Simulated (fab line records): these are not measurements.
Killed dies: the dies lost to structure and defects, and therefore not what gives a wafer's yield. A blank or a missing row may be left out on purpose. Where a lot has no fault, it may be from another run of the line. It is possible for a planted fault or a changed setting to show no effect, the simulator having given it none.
What tool caused it? :: flow sky130 :: 12 lots with 36 wafers sampled at 3 steps, on a route of 708 steps

## WHAT THE GAUGES READ, wafer by wafer
SKY_VT_ADJUST_HVTR_CD_MEAS_07: the cd target is 380 nm. Usual: 380.2 nm for cdNm, sd 2.1.
lot: L407
measured: day 9 13:03
on: cdSem-01
cdNm (nm): 379.2 382.0 382.0
flag: 

lot: L411
measured: day 10 21:49
on: cdSem-01
cdNm (nm): 379.5 380.0 381.3
flag: 

lot: L413
measured: day 11 05:47
on: cdSem-01
cdNm (nm): 380.9 381.0 381.7
flag: 

lot: L415
measured: day 11 23:58
on: cdSem-02
cdNm (nm): 384.5 384.8 380.9
flag: 

lot: L417
measured: day 12 10:01
on: cdSem-01
cdNm (nm): 380.1 380.0 379.8
flag: 

lot: L418
measured: day 12 21:37
on: cdSem-01
cdNm (nm): 381.0 381.0 380.0
flag: 

lot: L419
measured: day 13 01:05
on: cdSem-02
cdNm (nm): 377.3 378.4 377.5
flag: 

lot: L424
measured: day 14 14:26
on: cdSem-02
cdNm (nm): 382.6 383.7 382.8
flag: 

lot: L427
measured: day 15 13:47
on: cdSem-02
cdNm (nm): 382.4 382.2 381.9
flag: 

lot: L428
measured: day 15 17:04
on: cdSem-02
cdNm (nm): 380.1 379.3 377.8
flag: 

lot: L429
measured: day 16 03:08
on: cdSem-02
cdNm (nm): 378.1 376.9 376.4
flag: 

lot: L430
measured: day 16 10:19
on: cdSem-01
cdNm (nm): 380.0 380.4 382.3
flag: 

SKY_LDD_P_TW_MEAS_11. Usual: for LDD_P_TW the level is 637 and the standard deviation is 3.1.
lot: L407
measured: day 19 02:50
on: filmMetro-01
LDD_P_TW: 632 636 638
flag: 

lot: L411
measured: day 20 21:22
on: filmMetro-03
LDD_P_TW: 642 639 641
flag: 

lot: L413
measured: day 21 09:44
on: filmMetro-02
LDD_P_TW: 636 635 636
flag: 

lot: L415
measured: day 22 09:34
on: filmMetro-01
LDD_P_TW: 639 641 638
flag: 

lot: L417
measured: day 22 17:31
on: filmMetro-01
LDD_P_TW: 458 460 460
flag: OFF

lot: L418
measured: day 23 04:31
on: filmMetro-02
LDD_P_TW: 454 454 457
flag: OFF

lot: L419
measured: day 23 12:20
on: filmMetro-02
LDD_P_TW: 456 457 458
flag: OFF

lot: L424
measured: day 25 06:15
on: filmMetro-01
LDD_P_TW: 639 639 637
flag: 

lot: L427
measured: day 26 04:13
on: filmMetro-03
LDD_P_TW: 639 643 642
flag: 

lot: L428
measured: day 26 15:05
on: filmMetro-03
LDD_P_TW: 639 642 643
flag: 

lot: L429
measured: day 26 17:50
on: filmMetro-02
LDD_P_TW: 634 629 636
flag: 

lot: L430
measured: day 27 01:10
on: filmMetro-01
LDD_P_TW: 639 640 638
flag: 

## EACH LOT AND THE TOOL THAT RAN IT (in order: tool; ch and the chambers of the sampled wafers; start)
lot: L407
SKY_LDD_P_IMPLANT_09: implanter-02 ch 0, day 19 02:36

lot: L411
SKY_LDD_P_IMPLANT_09: implanter-04 ch 0, day 20 21:07

lot: L413
SKY_LDD_P_IMPLANT_09: implanter-02 ch 0, day 21 09:29

lot: L415
SKY_LDD_P_IMPLANT_09: implanter-03 ch 0, day 22 09:20

lot: L417
SKY_LDD_P_IMPLANT_09: implanter-02 ch 0, day 22 17:17

lot: L418
SKY_LDD_P_IMPLANT_09: implanter-02 ch 0, day 23 04:16

lot: L419
SKY_LDD_P_IMPLANT_09: implanter-02 ch 0, day 23 12:05

lot: L424
SKY_LDD_P_IMPLANT_09: implanter-03 ch 0, day 25 06:03

lot: L427
SKY_LDD_P_IMPLANT_09: implanter-04 ch 0, day 26 03:58

lot: L428
SKY_LDD_P_IMPLANT_09: implanter-04 ch 0, day 26 14:52

lot: L429
SKY_LDD_P_IMPLANT_09: implanter-02 ch 0, day 26 17:36

lot: L430
SKY_LDD_P_IMPLANT_09: implanter-04 ch 0, day 27 00:55
- SKY_LDD_P_IMPLANT_09

## AS READ BY THE TOOLS THEMSELVES (means over the sampled wafers that have a number; for cases with no such wafer, the mark the record gives instead)
SKY_LDD_P_IMPLANT_09. Usual: doseIonsCm2 1e+13, standard deviation 1.1e+10; faradayCurrentUA 56.4, standard deviation 1.1.
lot: L407
tool: implanter-02
doseIonsCm2: 1e+13
faradayCurrentUA: 56.2
flag: 

lot: L411
tool: implanter-04
doseIonsCm2: 1e+13
faradayCurrentUA: 56.6
flag: 

lot: L413
tool: implanter-02
doseIonsCm2: 1e+13
faradayCurrentUA: 55.8
flag: 

lot: L415
tool: implanter-03
doseIonsCm2: 1e+13
faradayCurrentUA: 56.7
flag: 

lot: L417
tool: implanter-02
doseIonsCm2: 3e+12
faradayCurrentUA: 19.6
flag: OFF

lot: L418
tool: implanter-02
doseIonsCm2: 3e+12
faradayCurrentUA: 19.5
flag: OFF

lot: L419
tool: implanter-02
doseIonsCm2: 3e+12
faradayCurrentUA: 19.7
flag: OFF

lot: L424
tool: implanter-03
doseIonsCm2: 1e+13
faradayCurrentUA: 55.6
flag: 

lot: L427
tool: implanter-04
doseIonsCm2: 1e+13
faradayCurrentUA: 55.6
flag: 

lot: L428
tool: implanter-04
doseIonsCm2: 1e+13
faradayCurrentUA: 57.0
flag: 

lot: L429
tool: implanter-02
doseIonsCm2: 1e+13
faradayCurrentUA: 56.1
flag: 

lot: L430
tool: implanter-04
doseIonsCm2: 1e+13
faradayCurrentUA: 55.6
flag: 

## THE ANSWER, worked out from the rows above alone
Rule: take the mean of a lot's wafers that have a number; if it is more than 3 standard deviations from the usual mean, the lot is off. Also off: a lot with no number at a reading for which 4 or more lots have one. Where the step has rows for the other lots, those lots are counted as sound. Order of review: gauges by route order, followed by the tools' own readings, for which a lot's mean as printed above is used. The first step at which some lot is off is used, and at that step the reading that is off furthest; a lot without a number counts as furthest.
Off: at SKY_LDD_P_TW_MEAS_11 (LDD_P_TW), L417, L418, L419.
A tool fits if, at a process step before that reading, it ran every lot that is off, and no sound lot after the first of them. Not tried: the gauges at SKY_LDD_P_TW_MEAS_11; whatever is off there is also off at SKY_LDD_P_IMPLANT_09, on other tools, and gauge error can't account for it. No candidate that was tried fits.

## WHAT THE SIMULATOR HAD PUT IN
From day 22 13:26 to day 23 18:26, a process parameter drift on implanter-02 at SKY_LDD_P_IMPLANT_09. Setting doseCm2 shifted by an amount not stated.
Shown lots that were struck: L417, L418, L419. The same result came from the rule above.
